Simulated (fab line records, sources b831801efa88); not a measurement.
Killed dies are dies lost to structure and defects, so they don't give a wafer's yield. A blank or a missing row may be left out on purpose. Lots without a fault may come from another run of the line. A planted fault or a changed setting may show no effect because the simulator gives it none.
fab line records | flow sky130
record lots=24 wafers=72 last_day=50
route steps=708 shown METAL1@453 METAL2@498 VIA2@520 METAL3@534
lots that met no fault: from a run of the same line without faults
start_h: hours from the record's first day to the start of the lot's first wafer shown | wait_h: hours since the lot's step before | " the same as in the row above | L1.1+2: a row that stands for several wafers | - no value, or no start given | * or withheld: withheld | < > ~ a bound
route shown NAME@n: a module of which the file shows steps, and the number in the route of the first | usual: mean/standard deviation of fault-free wafers | same: alike in all rows | chamber/n: place in a boat | sites: the reading at each site | _std_site: their standard deviation | _edge_site: outer sites' mean less inner sites' | radius_mm: how far each site lies from the wafer's centre | mask NAME#n: copy n | behind: the tool/chamber that last shaped the wafer | hold: why the lot was held/for how many hours/how that ended | device: the transistor (n, p or np) that didn't switch | end of line: the same wafers' tests at the end of the route | a step without rows: its recipe alone | killed: dies lost to structure and defects at the first sort, not the wafer's yield | map: a wafer's dies, x killed, . not, _ none there
set.NAME: the setting as run; set.NAME@STEP: as run at that earlier step | model.NAME: the simulator's own value behind a step, which no gauge read
steps of the route over a sample of lots; a table a step, a row a wafer
services: from which hour (start_h, from the record's first day; less than 0 if before it) a tool's chamber was out of use, for how many hours, and why
## steps
# step SKY_METAL1_METAL_ETCH_19
# recipe target_depth_a=3600 stop_on=SiO2 over_etch_frac=0.3 time_s=78 chemistry=Cl2/BCl3 resist_sidewall_deg=88 pressure_mtorr=10 icp_w=900 bias_w=48.5 Cl2_flow_sccm=60 bcl3_flow_sccm=30
# usual drypump_motor_current_A=5.7/0.46 oes_product_au=0.854/0.0066 throttle_valve_pct=22.264/0.0091
# columns lot.wafer tool chamber start_h wait_h drypump_motor_current_A oes_product_au rf_hours_counter_h throttle_valve_pct
L075.2 rie_metal-02 1 783.16 0.0 6.0 0.868 6 22.264
L075.5 " 0 " " 5.9 0.865 - 22.254
L075.6 " 1 " " 6.0 0.863 - 22.265
L077.2 rie_metal-02 1 801.19 0.0 6.0 0.852 7 22.243
L077.3 " 1 " " 6.0 0.858 - 22.268
L077.5 " 1 " " 6.0 0.855 - 22.261
L074.3 rie_metal-04 1 801.39 0.1 6.0 0.857 - 22.246
L074.4 " 0 " " 4.8 0.863 - 22.283
L074.5 " 1 " " 6.0 0.855 - 22.262
L076.2 rie_metal-01 1 801.85 0.0 5.4 0.867 5 22.264
L076.3 " 1 " " 5.4 0.846 - 22.267
L076.6 " 0 " " 6.0 0.850 - 22.272
L078.1 rie_metal-02 1 802.96 0.0 6.0 0.847 7 22.261
L078.3 " 0 " " 5.9 0.850 - 22.264
L078.5 " 1 " " 6.0 0.843 - 22.265
L079.2 rie_metal-01 1 806.11 0.0 5.5 0.855 5 22.267
L079.3 " 1 " " 5.5 0.846 - 22.266
L079.4 " 0 " " 6.0 0.851 - 22.275
L080.1 rie_metal-01 1 811.01 0.0 5.5 0.857 5 22.267
L080.3 " 0 " " 6.0 0.849 - 22.267
L080.6 " 0 " " 6.0 0.863 - 22.257
L081.3 rie_metal-04 1 820.21 0.1 6.0 0.848 - 22.271
L081.4 " 0 " " 4.8 0.854 - 22.260
L081.6 " 0 " " 4.8 0.853 - 22.258
L082.1 rie_metal-04 1 832.05 0.0 6.0 0.858 8 22.262
L082.2 " 0 " " 4.8 0.860 4 22.261
L082.5 " 0 " " 4.8 0.857 - 22.258
L084.2 rie_metal-04 0 842.90 0.0 4.8 0.850 4 22.265
L084.4 " 0 " " 4.8 0.861 - 22.261
L084.6 " 0 " " 4.8 0.848 - 22.266
L083.3 rie_metal-02 0 844.39 0.1 5.9 0.855 - 22.257
L083.4 " 1 " " 6.0 0.868 - 22.262
L083.6 " 1 " " 6.0 0.855 - 22.265
L085.2 rie_metal-04 1 846.64 0.0 6.1 0.857 9 22.267
L085.3 " 1 " " 6.0 0.860 - 22.260
L085.6 " 1 " " 6.0 0.861 - 22.263
L086.2 rie_metal-04 1 869.99 0.0 6.0 0.860 10 22.274
L086.4 " 0 " " 4.8 0.843 - 22.256
L086.6 " 0 " " 4.8 0.851 - 22.273
L088.1 rie_metal-01 0 888.24 0.0 6.0 0.854 11 22.262
L088.2 " 1 " " 5.5 0.853 8 22.251
L088.3 " 0 " " 6.0 0.851 - 22.276
L087.1 rie_metal-01 0 894.84 0.0 6.0 0.857 11 22.260
L087.2 " 1 " " 5.5 0.840 8 22.253
L087.4 " 1 " " 5.4 0.848 - 22.256
L090.1 rie_metal-04 1 899.31 0.0 6.0 0.856 11 22.285
L090.3 " 1 " " 6.0 0.868 - 22.266
L090.5 " 1 " " 6.0 0.873 - 22.271
L089.2 rie_metal-01 1 901.49 0.0 5.4 0.857 9 22.278
L089.4 " 0 " " 6.0 0.859 - 22.283
L089.6 " 0 " " 6.0 0.852 - 22.247
L092.1 rie_metal-02 1 907.11 0.0 6.0 0.856 10 22.256
L092.3 " 1 " " 6.0 0.859 - 22.256
L092.4 " 0 " " 5.9 0.861 - 22.254
L091.1 rie_metal-04 1 910.86 0.0 6.0 0.867 11 22.268
L091.2 " 0 " " 4.8 0.849 7 22.282
L091.4 " 1 " " 6.0 0.849 - 22.261
L093.1 rie_metal-01 1 916.10 0.0 5.4 0.852 9 22.254
L093.3 " 1 " " 5.4 0.856 - 22.262
L093.6 " 1 " " 5.4 0.858 - 22.262
L094.2 rie_metal-01 0 923.60 0.0 6.0 0.859 13 22.262
L094.3 " 1 " " 5.4 0.868 - 22.252
L094.6 " 1 " " 5.4 0.840 - 22.275
L095.3 rie_metal-01 1 934.53 0.1 5.4 0.848 - 22.274
L095.4 " 0 " " 6.0 0.858 - 22.269
L095.5 " 1 " " 5.5 0.853 - 22.255
L096.1 rie_metal-04 1 938.36 0.0 6.0 0.856 12 22.278
L096.2 " 0 " " 4.8 0.854 8 22.267
L096.5 " 0 " " 4.8 0.849 - 22.253
L097.1 rie_metal-02 1 942.90 0.0 6.0 0.852 12 22.270
L097.2 " 0 " " 5.9 0.861 5 22.252
L097.6 " 0 " " 5.9 0.844 - 22.272
# step SKY_METAL2_CD_MEAS_15
# recipe target_cd_nm=140
# usual cd_nm=139.7/1.8
# columns lot.wafer tool chamber start_h wait_h cd_nm
L075.2 cd_sem-02 - 838.34 - 142.9
L075.5 " - " " 141.7
L075.6 " - " " 141.0
L077.2 cd_sem-02 - 856.13 - 141.6
L077.3 " - " " 141.3
L077.5 " - " " 143.1
L074.3 cd_sem-02 - 856.81 - 138.5
L074.4 " - " " 141.4
L074.5 " - " " 139.7
L076.2 cd_sem-01 - 857.14 - 139.2
L076.3 " - " " 137.9
L076.6 " - " " 138.4
L078.1 cd_sem-02 - 858.09 - 140.4
L078.3 " - " " 140.1
L078.5 " - " " 140.1
L079.2 cd_sem-01 - 861.31 - 138.3
L079.3 " - " " 139.2
L079.4 " - " " 139.1
L080.1 cd_sem-01 - 866.69 - 136.4
L080.3 " - " " 135.2
L080.6 " - " " 136.6
L081.3 cd_sem-02 - 874.26 - 136.9
L081.4 " - " " 136.9
L081.6 " - " " 137.1
L082.1 cd_sem-01 - 886.82 - 139.1
L082.2 " - " " 139.9
L082.5 " - " " 139.6
L084.2 cd_sem-01 - 897.48 - 139.7
L084.4 " - " " 139.2
L084.6 " - " " 140.4
L083.3 cd_sem-01 - 898.15 - 139.7
L083.4 " - " " 139.8
L083.6 " - " " 138.8
L085.2 cd_sem-02 - 900.93 - 137.6
L085.3 " - " " 138.2
L085.6 " - " " 137.2
L086.2 cd_sem-02 - 923.29 - 142.0
L086.4 " - " " 140.2
L086.6 " - " " 141.2
L088.1 cd_sem-01 - 940.82 - 139.0
L088.2 " - " " 140.7
L088.3 " - " " 141.7
L087.1 cd_sem-02 - 948.11 - 137.4
L087.2 " - " " 137.4
L087.4 " - " " 137.7
L090.1 cd_sem-02 - 952.96 - 141.1
L090.3 " - " " 142.7
L090.5 " - " " 140.4
L089.2 cd_sem-02 - 953.84 - 141.1
L089.4 " - " " 141.1
L089.6 " - " " 139.3
L092.1 cd_sem-02 - 961.09 - 141.9
L092.3 " - " " 140.9
L092.4 " - " " 141.5
L091.1 cd_sem-01 - 962.57 - 140.7
L091.2 " - " " 139.7
L091.4 " - " " 139.6
L093.1 cd_sem-01 - 968.42 - 137.6
L093.3 " - " " 136.6
L093.6 " - " " 137.4
L094.2 cd_sem-01 - 974.69 - 138.9
L094.3 " - " " 140.8
L094.6 " - " " 141.5
L095.3 cd_sem-02 - 985.80 - 139.0
L095.4 " - " " 141.1
L095.5 " - " " 139.4
L096.1 cd_sem-02 - 989.64 - 142.1
L096.2 " - " " 142.3
L096.5 " - " " 142.7
L097.1 cd_sem-01 - 994.07 - 139.3
L097.2 " - " " 138.1
L097.6 " - " " 138.6
# step SKY_VIA2_OVL_MEAS_13
# usual VIA2_OVL=-2/5.3
# columns lot.wafer tool chamber start_h wait_h VIA2_OVL[nm]
L075.2 overlay-01 - 866.38 0.1 -1
L075.5 " - " " -5
L075.6 " - " " 2
L077.2 overlay-02 - 883.39 0.1 -4
L077.3 " - " " -3
L077.5 " - " " -2
L074.3 overlay-02 - 884.23 0.1 5
L074.4 " - " " -7
L074.5 " - " " -3
L076.2 overlay-01 - 884.58 0.1 -6
L076.3 " - " " -10
L076.6 " - " " -11
L078.1 overlay-02 - 885.49 0.1 6
L078.3 " - " " 8
L078.5 " - " " 3
L079.2 overlay-02 - 888.99 0.1 1
L079.3 " - " " -1
L079.4 " - " " -2
L080.1 overlay-02 - 894.07 0.1 4
L080.3 " - " " 4
L080.6 " - " " 6
L081.3 overlay-02 - 901.48 0.1 3
L081.4 " - " " 1
L081.6 " - " " 0
L082.1 overlay-01 - 913.52 0.1 4
L082.2 " - " " 0
L082.5 " - " " 4
L084.2 overlay-01 - 923.98 0.1 -6
L084.4 " - " " -3
L084.6 " - " " -2
L083.3 overlay-02 - 924.85 0.1 2
L083.4 " - " " -4
L083.6 " - " " -4
L085.2 overlay-02 - 927.43 0.1 -9
L085.3 " - " " -9
L085.6 " - " " -9
L086.2 overlay-02 - 949.99 0.1 0
L086.4 " - " " 0
L086.6 " - " " 2
L088.1 overlay-02 - 966.79 0.1 -4
L088.2 " - " " -7
L088.3 " - " " -3
L087.1 overlay-02 - 972.83 0.1 -3
L087.2 " - " " -12
L087.4 " - " " -10
L090.1 overlay-02 - 978.18 0.1 6
L090.3 " - " " -3
L090.5 " - " " -1
L089.2 overlay-01 - 979.78 0.1 7
L089.4 " - " " 10
L089.6 " - " " 1
L092.1 overlay-02 - 985.84 0.1 0
L092.3 " - " " -1
L092.4 " - " " -2
L091.1 overlay-01 - 988.67 0.1 -4
L091.2 " - " " 2
L091.4 " - " " 2
L093.1 overlay-01 - 993.24 0.1 3
L093.3 " - " " -4
L093.6 " - " " -3
L094.2 overlay-01 - 999.88 0.1 -8
L094.3 " - " " -5
L094.6 " - " " -6
L095.3 overlay-01 - 1009.99 0.1 -3
L095.4 " - " " -10
L095.5 " - " " -3
L096.1 overlay-02 - 1014.68 0.1 -10
L096.2 " - " " -6
L096.5 " - " " -9
L097.1 overlay-01 - 1019.04 0.1 0
L097.2 " - " " -10
L097.6 " - " " -2
# step SKY_METAL3_SPUTTER_02
# recipe material=AlCu target_thk_nm=735 power_w=10600 time_s=39.1 chamber_pressure_pa=0.4
# usual throttle_valve_pct=30.0/0.96
# columns lot.wafer tool chamber start_h wait_h throttle_valve_pct
L075.2 pvd_sputter-04 - 867.85 0.0 30.1
L075.5 " - " " 30.9
L075.6 " - " " 30.3
L077.2 pvd_sputter-04 - 884.84 0.0 30.7
L077.3 " - " " 30.2
L077.5 " - " " 30.9
L074.3 pvd_sputter-01 - 885.69 0.0 29.1
L074.4 " - " " 29.2
L074.5 " - " " 28.9
L076.2 pvd_sputter-04 - 886.03 0.0 30.4
L076.3 " - " " 30.9
L076.6 " - " " 30.3
L078.1 pvd_sputter-02 - 886.97 0.0 29.8
L078.3 " - " " 28.2
L078.5 " - " " 28.2
L079.2 pvd_sputter-02 - 890.57 0.0 31.6
L079.3 " - " " 31.1
L079.4 " - " " 29.8
L080.1 pvd_sputter-01 - 895.53 0.0 31.3
L080.3 " - " " 29.5
L080.6 " - " " 29.3
L081.3 pvd_sputter-04 - 903.05 0.0 31.1
L081.4 " - " " 30.1
L081.6 " - " " 30.4
L082.1 pvd_sputter-01 - 914.99 0.0 29.1
L082.2 " - " " 31.3
L082.5 " - " " 29.4
L084.2 pvd_sputter-01 - 925.56 0.0 29.0
L084.4 " - " " 29.2
L084.6 " - " " 31.0
L083.3 pvd_sputter-01 - 926.40 0.0 31.2
L083.4 " - " " 29.1
L083.6 " - " " 31.1
L085.2 pvd_sputter-01 - 928.88 0.0 28.9
L085.3 " - " " 31.2
L085.6 " - " " 29.3
L086.2 pvd_sputter-01 - 951.45 0.0 29.1
L086.4 " - " " 29.3
L086.6 " - " " 29.4
L088.1 pvd_sputter-04 - 968.33 0.0 30.7
L088.2 " - " " 29.9
L088.3 " - " " 30.6
L087.1 pvd_sputter-01 - 974.54 0.0 31.1
L087.2 " - " " 29.1
L087.4 " - " " 29.2
L090.1 pvd_sputter-04 - 979.67 0.0 30.5
L090.3 " - " " 31.0
L090.5 " - " " 31.3
L089.2 pvd_sputter-01 - 981.23 0.0 31.0
L089.4 " - " " 29.3
L089.6 " - " " 31.5
L092.1 pvd_sputter-01 - 987.29 0.0 31.4
L092.3 " - " " 29.3
L092.4 " - " " 29.1
L091.1 pvd_sputter-01 - 990.12 0.0 31.2
L091.2 " - " " 29.4
L091.4 " - " " 29.0
L093.1 pvd_sputter-02 - 994.72 0.0 31.7
L093.3 " - " " 29.7
L093.6 " - " " 30.9
L094.2 pvd_sputter-01 - 1001.32 0.0 29.5
L094.3 " - " " 29.0
L094.6 " - " " 29.4
L095.3 pvd_sputter-01 - 1011.49 0.0 31.2
L095.4 " - " " 29.5
L095.5 " - " " 29.1
L096.1 pvd_sputter-01 - 1016.18 0.0 29.2
L096.2 " - " " 31.3
L096.5 " - " " 29.3
L097.1 pvd_sputter-02 - 1020.68 0.0 28.3
L097.2 " - " " 31.1
L097.6 " - " " 28.1
# step SKY_METAL3_DESCUM_15
# recipe chemistry=O2 source_power_w=150 bias_power_w=0 pressure_mtorr=10 temp_c=40 time_s=8
# usual drypump_motor_current_A=5.87/0.23 oes_product_au=1.004/0.013
# columns lot.wafer tool chamber start_h wait_h drypump_motor_current_A oes_product_au rf_hours_counter_h
L075.2 rie_metal-02 1 919.65 0.0 5.97 0.996 11
L075.5 " 0 " " 5.89 0.984 -
L075.6 " 1 " " 5.98 1.003 -
L077.2 rie_metal-03 0 935.06 0.0 5.72 0.986 16
L077.3 " 0 " " 5.71 0.991 -
L077.5 " 1 " " 6.11 1.021 -
L074.3 rie_metal-03 1 936.68 0.0 6.09 1.015 -
L074.4 " 0 " " 5.70 0.992 -
L074.5 " 0 " " 5.70 0.994 -
L076.2 rie_metal-01 1 937.16 0.0 5.45 0.987 11
L076.3 " 1 " " 5.44 0.994 -
L076.6 " 0 " " 5.99 0.997 -
L078.1 rie_metal-02 1 938.82 0.0 5.98 1.002 12
L078.3 " 1 " " 5.98 1.004 -
L078.5 " 1 " " 5.99 0.995 -
L079.2 rie_metal-02 1 940.61 0.0 5.99 0.996 12
L079.3 " 1 " " 5.99 1.002 -
L079.4 " 0 " " 5.92 0.984 -
L080.1 rie_metal-02 1 945.85 0.0 5.98 1.000 12
L080.3 " 0 " " 5.90 0.989 -
L080.6 " 1 " " 5.98 1.002 -
L081.3 rie_metal-03 1 954.02 0.0 6.10 1.029 -
L081.4 " 0 " " 5.72 0.997 -
L081.6 " 1 " " 6.06 1.021 -
L082.1 rie_metal-01 0 964.85 0.0 5.99 0.996 15
L082.2 " 1 " " 5.45 0.996 12
L082.5 " 0 " " 5.98 0.992 -
L084.2 rie_metal-02 1 975.16 0.0 5.99 1.011 14
L084.4 " 0 " " 5.92 0.989 -
L084.6 " 1 " " 5.98 1.010 -
L083.3 rie_metal-03 0 976.06 0.0 5.71 0.992 -
L083.4 " 1 " " 6.10 1.027 -
L083.6 " 0 " " 5.73 0.990 -
L085.2 rie_metal-01 1 978.27 0.0 5.45 0.987 13
L085.3 " 0 " " 6.00 1.020 -
L085.6 " 1 " " 5.47 0.991 -
L086.2 rie_metal-02 0 1000.61 0.0 5.94 1.003 -
L086.4 " 0 " " 5.92 0.998 -
L086.6 " 0 " " 5.91 0.996 -
L088.1 rie_metal-01 0 1016.30 0.0 5.99 1.001 18
L088.2 " 1 " " 5.46 1.000 15
L088.3 " 0 " " 5.97 1.015 -
L087.1 rie_metal-01 1 1022.11 0.0 5.45 0.987 15
L087.2 " 0 " " 5.98 1.007 18
L087.4 " 0 " " 5.98 1.010 -
L090.1 rie_metal-03 1 1027.68 0.0 6.11 1.023 13
L090.3 " 1 " " 6.10 1.024 -
L090.5 " 1 " " 6.12 1.039 -
L089.2 rie_metal-03 1 1029.49 0.0 6.13 1.032 -
L089.4 " 1 " " 6.10 1.022 -
L089.6 " 1 " " 6.09 1.030 -
L092.1 rie_metal-02 1 1034.40 0.0 5.97 1.013 16
L092.3 " 0 " " 5.96 0.993 -
L092.4 " 1 " " 6.00 1.009 -
L091.1 rie_metal-01 0 1037.68 0.0 6.00 0.998 20
L091.2 " 1 " " 5.45 1.000 16
L091.4 " 0 " " 5.97 1.002 -
L093.1 rie_metal-03 1 1041.16 0.0 6.09 1.028 15
L093.3 " 1 " " 6.10 1.019 -
L093.6 " 1 " " 6.08 1.024 -
L094.2 rie_metal-02 1 1048.93 0.0 5.99 1.014 17
L094.3 " 1 " " 5.99 1.001 -
L094.6 " 0 " " 5.94 1.000 -
L095.3 rie_metal-01 1 1057.56 0.0 5.44 1.009 -
L095.4 " 0 " " 5.98 1.015 -
L095.5 " 1 " " 5.46 0.996 -
L096.1 rie_metal-01 1 1063.28 0.0 5.45 1.005 18
L096.2 " 0 " " 6.00 0.994 21
L096.5 " 1 " " 5.46 1.005 -
L097.1 rie_metal-01 0 1068.23 0.0 5.99 1.007 22
L097.2 " 1 " " 5.45 1.006 18
L097.6 " 0 " " 5.98 1.006 -
# step SKY_METAL3_ETCH_16
# recipe chemistry=N2/H2 target=BARC ion_energy_ev=200 bias_w=100 pressure_mtorr=30 n2_flow_sccm=100 h2_flow_sccm=200 icp_w=500 stop_on=SiO2 time_s=88.2 target_depth_a=600
# usual drypump_motor_current_A=5.89/0.23 n2_flow_sccm=99.97/0.29 oes_product_au=0.626/0.0046 throttle_valve_pct=13.205/0.0086
# columns lot.wafer tool chamber start_h wait_h drypump_motor_current_A n2_flow_sccm oes_product_au rf_hours_counter_h throttle_valve_pct
L075.2 rie_metal-02 1 919.68 0.0 5.98 100.20 0.631 11 13.195
L075.5 " 0 " " 5.98 99.84 0.618 - 13.198
L075.6 " 1 " " 6.00 99.97 0.632 - 13.194
L077.2 rie_metal-03 0 935.09 0.0 5.72 100.39 0.630 16 13.215
L077.3 " 0 " " 5.71 100.33 0.624 - 13.207
L077.5 " 1 " " 6.14 99.77 0.619 - 13.209
L074.3 rie_metal-03 1 936.74 0.0 6.11 99.94 0.627 - 13.204
L074.4 " 0 " " 5.72 99.80 0.623 - 13.208
L074.5 " 0 " " 5.72 99.41 0.631 - 13.211
L076.2 rie_metal-01 1 937.19 0.0 5.46 100.16 0.620 11 13.225
L076.3 " 1 " " 5.46 100.20 0.620 - 13.192
L076.6 " 0 " " 5.99 99.99 0.617 - 13.214
L078.1 rie_metal-02 1 938.86 0.0 6.01 100.05 0.630 12 13.209
L078.3 " 1 " " 5.99 100.23 0.624 - 13.201
L078.5 " 1 " " 6.00 100.58 0.626 - 13.219
L079.2 rie_metal-02 1 940.64 0.0 5.98 100.15 0.629 12 13.211
L079.3 " 1 " " 5.99 100.17 0.628 - 13.212
L079.4 " 0 " " 5.93 99.65 0.619 - 13.209
L080.1 rie_metal-02 1 945.88 0.0 5.98 99.83 0.625 12 13.210
L080.3 " 0 " " 5.94 99.97 0.627 - 13.186
L080.6 " 1 " " 5.99 99.79 0.625 - 13.204
L081.3 rie_metal-03 1 954.07 0.0 6.11 99.60 0.618 - 13.203
L081.4 " 0 " " 5.73 100.27 0.625 - 13.224
L081.6 " 1 " " 6.10 99.77 0.626 - 13.207
L082.1 rie_metal-01 0 964.88 0.0 6.01 100.17 0.622 15 13.207
L082.2 " 1 " " 5.45 99.70 0.629 12 13.185
L082.5 " 0 " " 6.00 100.08 0.619 - 13.203
L084.2 rie_metal-02 1 975.19 0.0 5.99 100.26 0.628 14 13.203
L084.4 " 0 " " 5.92 99.21 0.624 - 13.200
L084.6 " 1 " " 5.99 100.19 0.625 - 13.201
L083.3 rie_metal-03 0 976.11 0.0 5.73 100.04 0.624 - 13.188
L083.4 " 1 " " 6.14 100.23 0.625 - 13.203
L083.6 " 0 " " 5.74 99.99 0.635 - 13.203
L085.2 rie_metal-01 1 978.31 0.0 5.45 100.40 0.620 13 13.197
L085.3 " 0 " " 5.99 100.22 0.621 - 13.205
L085.6 " 1 " " 5.46 100.50 0.630 - 13.204
L086.2 rie_metal-02 0 1000.69 0.1 5.93 100.17 0.637 - 13.202
L086.4 " 0 " " 5.89 99.68 0.623 - 13.207
L086.6 " 0 " " 5.97 100.11 0.628 - 13.199
L088.1 rie_metal-01 0 1016.33 0.0 6.00 100.24 0.620 18 13.190
L088.2 " 1 " " 5.46 99.87 0.619 15 13.200
L088.3 " 0 " " 5.99 100.19 0.624 - 13.215
L087.1 rie_metal-01 1 1022.14 0.0 5.46 100.45 0.623 15 13.206
L087.2 " 0 " " 6.01 99.88 0.627 19 13.207
L087.4 " 0 " " 6.01 99.51 0.629 - 13.191
L090.1 rie_metal-03 1 1027.74 0.1 6.12 100.15 0.621 13 13.200
L090.3 " 1 " " 6.13 99.66 0.627 - 13.226
L090.5 " 1 " " 6.13 99.68 0.627 - 13.209
L089.2 rie_metal-03 1 1029.57 0.1 6.11 99.86 0.623 - 13.215
L089.4 " 1 " " 6.12 100.04 0.626 - 13.206
L089.6 " 1 " " 6.14 99.69 0.615 - 13.205
L092.1 rie_metal-02 1 1034.43 0.0 5.98 99.55 0.626 16 13.198
L092.3 " 0 " " 5.93 99.96 0.627 - 13.211
L092.4 " 1 " " 5.99 99.97 0.628 - 13.201
L091.1 rie_metal-01 0 1037.71 0.0 6.01 99.98 0.624 20 13.202
L091.2 " 1 " " 5.46 100.00 0.626 17 13.199
L091.4 " 0 " " 6.00 99.87 0.631 - 13.214
L093.1 rie_metal-03 1 1041.22 0.1 6.13 100.17 0.627 15 13.199
L093.3 " 1 " " 6.12 99.90 0.629 - 13.209
L093.6 " 1 " " 6.14 99.85 0.627 - 13.199
L094.2 rie_metal-02 1 1048.96 0.0 5.99 99.91 0.627 17 13.215
L094.3 " 1 " " 5.99 100.03 0.629 - 13.210
L094.6 " 0 " " 5.90 100.50 0.627 - 13.213
L095.3 rie_metal-01 1 1057.61 0.0 5.46 100.61 0.624 - 13.201
L095.4 " 0 " " 6.00 99.90 0.626 - 13.200
L095.5 " 1 " " 5.46 100.25 0.631 - 13.191
L096.1 rie_metal-01 1 1063.32 0.0 5.45 100.32 0.627 18 13.205
L096.2 " 0 " " 6.00 100.01 0.625 21 13.211
L096.5 " 1 " " 5.45 99.82 0.632 - 13.207
L097.1 rie_metal-01 0 1068.27 0.0 5.99 100.28 0.635 22 13.204
L097.2 " 1 " " 5.45 100.13 0.631 18 13.212
L097.6 " 0 " " 6.00 99.74 0.630 - 13.202
## services
# columns tool chamber start_h hours kind
rie_metal-01 - 765.31 1.4 pm
pvd_sputter-04 - 772.84 2.1 repair
rie_metal-02 0 803.14 7.4 repair
pvd_sputter-01 - 807.35 2.4 repair
rie_metal-02 0 810.54 - clean
rie_metal-02 0 810.54 23.7 scheduled_down
rie_metal-02 0 810.54 23.7 vent_cycle
rie_metal-02 1 820.50 1.3 repair
pvd_sputter-01 3 832.59 - consumable_replace:kit
pvd_sputter-01 3 832.59 18.0 scheduled_down
pvd_sputter-01 3 832.59 18.0 vent_cycle
pvd_sputter-01 - 839.79 1.1 repair
rie_metal-03 0 854.71 9.5 repair
rie_metal-02 1 895.58 4.7 repair
pvd_sputter-02 - 908.84 7.0 repair
pvd_sputter-01 - 912.62 1.7 repair
rie_metal-04 - 917.49 14.6 pm
pvd_sputter-01 - 921.11 1.2 repair
rie_metal-02 - 950.03 0.7 repair
rie_metal-03 - 950.58 0.7 repair
rie_metal-02 1 986.10 19.4 repair
rie_metal-03 0 1018.75 - clean
rie_metal-04 1 1034.51 11.9 repair
rie_metal-02 - 1055.53 0.8 repair
## key
fault none
